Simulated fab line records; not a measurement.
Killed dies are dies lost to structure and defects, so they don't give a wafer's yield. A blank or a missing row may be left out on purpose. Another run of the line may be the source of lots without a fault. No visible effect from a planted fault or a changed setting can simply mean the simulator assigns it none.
Struck lot and sound lot, side by side + flow sky130 + 17 out of 708 route steps
Sound: the wafers L250.1, L250.4, L250.6. Struck: wafers L256.1, L256.4. (L256.5 of the same lot was not struck and is left out.) The cause comes at the end.
Per side, at each step with rows, come the tool, then ch with its chambers, and then its first start. Under that, the readings that differ: sound wafers + struck wafers + difference of the means + sigmas: that difference in standard deviations of wafers without a fault.
alike: same words and numbers on both sides, and readings whose means sit less than 2 such deviations apart. not compared: any withheld reading, any reading some wafer has no value for, any bound like >300 that may hide the same value, and any number with overlapping values for which the record gives no deviation.
A row with sigmas, a row that says differs or no value, or rows on one side alone: a step with any of these is where the two part. When numbers do not overlap yet have no deviation, they are printed without sigmas and do not part them. A reading that every wafer of one side lacks parts them only if that side has two wafers or more.

SKY_LOCAL_INTERCONNECT_RS_MEAS_01: measurement is done with a four-point probe.
  struck on film-metro-01, day 36 05:07; sound on film-metro-03, day 34 12:40
  alike: LOCAL_INTERCONNECT_TIN_RS
SKY_LOCAL_INTERCONNECT_THK_MEAS_02: measures by xrf.
  struck on film-metro-01, day 36 05:14; sound on film-metro-03, day 34 12:47
  alike: LOCAL_INTERCONNECT_TIN_THK
then, 8 steps without rows for these wafers: SKY_LOCAL_INTERCONNECT_DEHYDRATE_03 (time 60 s); SKY_LOCAL_INTERCONNECT_HMDS_04 (prime time 60 s); SKY_LOCAL_INTERCONNECT_COAT_05 (resist thk 60 nm); SKY_LOCAL_INTERCONNECT_COAT_06 (resist thk 450 nm); SKY_LOCAL_INTERCONNECT_SOFTBAKE_07 (time 90 s); SKY_LOCAL_INTERCONNECT_EXPOSE_08 (exposes mask LI1M, target cd 170 nm); SKY_LOCAL_INTERCONNECT_PEB_09; SKY_LOCAL_INTERCONNECT_DEVELOP_10 (develop time 60 s).
SKY_LOCAL_INTERCONNECT_CD_MEAS_11 targets a cd of 170 nm.
  struck on cd-sem-02, day 37 08:16; sound on cd-sem-01, day 35 15:41
  alike: cd-nm
SKY_LOCAL_INTERCONNECT_OVL_MEAS_12:
  struck on overlay-02, day 37 08:23; sound on overlay-02, day 35 15:49
  alike: LOCAL_INTERCONNECT_OVL
SKY_LOCAL_INTERCONNECT_ETCH_13: etches BARC in N2/H2, stops on SiO2, time 45.9 s, target depth 60 nm.
  sound on rie-metal-02 ch 0,1, day 35 15:51; struck on rie-metal-04 ch 0, day 37 08:25
| reading                                                   | sound             | struck      | difference | sigmas |
|-----------------------------------------------------------|-------------------|-------------|------------|--------|
| oes-product-au (a.u.)                                     | 0.855 0.857 0.859 | 0.774 0.761 | -0.089     | -19    |
| model.KrF-thick_of_LOCAL_INTERCONNECT_COAT_06.thk-nm (nm) | 391.9 393.8 393.7 | 407.1 407.2 | +14.0      |        |
| model.etch.depth-nm (nm)                                  | 59.93 59.98 59.86 | 48.84 48.67 | -11.17     |        |
| model.LOCAL_INTERCONNECT.cd-nm (nm)                       | 168.9 168.3 168.4 | 174.1 173.3 | +5.2       |        |
  alike: drypump-motor-current-A, n2-flow-sccm, throttle-valve-pct
  not compared: rf-hours-counter-h
SKY_LOCAL_INTERCONNECT_METAL_ETCH_14: etches TiN in Cl2/BCl3, stops on PSG, target depth 110 nm, time 31.4 s.
  sound on rie-metal-02 ch 0,1, day 35 15:55; struck on rie-metal-04 ch 0, day 37 08:32
| reading                                                   | sound                | struck        | difference | sigmas |
|-----------------------------------------------------------|----------------------|---------------|------------|--------|
| oes-product-au (a.u.)                                     | 0.940 0.952 0.937    | 0.454 0.434   | -0.499     | -78    |
| throttle-valve-pct (%)                                    | 21.896 21.897 21.926 | 22.217 22.226 | +0.315     | +34    |
| model.KrF-thick_of_LOCAL_INTERCONNECT_COAT_06.thk-nm (nm) | 348.1 349.7 349.4    | 362.5 362.7   | +13.5      |        |
| model.LOCAL_INTERCONNECT.cd-nm (nm)                       | 169.2 168.5 168.6    | 174 173.1     | +5         |        |
  alike: drypump-motor-current-A
  not compared: rf-hours-counter-h
SKY_LOCAL_INTERCONNECT_STRIP_15: strips in O2/N2.
  sound on plasma-asher-01 ch 0,1, day 35 15:58; struck on plasma-asher-04 ch 0, day 37 08:39
| reading                      | sound             | struck      | difference | sigmas |
|------------------------------|-------------------|-------------|------------|--------|
| strip-time-to-endpoint-s (s) | 4.735 4.712 4.723 | 4.866 4.856 | +0.138     | +8     |
  alike: drypump-motor-current-A, n2-flow-sccm, oes-product-au
  not compared: rf-hours-counter-h
then, 1 step without rows for these wafers: SKY_LOCAL_INTERCONNECT_STRIP_16 (strips in post etch residue remover, time 1200 s).
-- a jump in the record: the struck wafers' starts before and after are 14 days apart (it breaks off in module LOCAL_INTERCONNECT and resumes in module PAD_OPEN, where the first step shown is number 708 of the route) --
SKY_PAD_OPEN_PROBE_99:
  rows exist in the record for the struck wafers here (prober-02, day 51 04:53), but not for the sound ones

## WHERE THEY PART
Earliest at SKY_LOCAL_INTERCONNECT_ETCH_13; latest, in this record, at SKY_PAD_OPEN_PROBE_99.

WHY: what the simulator had put in
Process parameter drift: rie-metal-04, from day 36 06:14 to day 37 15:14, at SKY_LOCAL_INTERCONNECT_ETCH_13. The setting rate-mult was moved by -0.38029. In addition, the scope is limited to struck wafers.
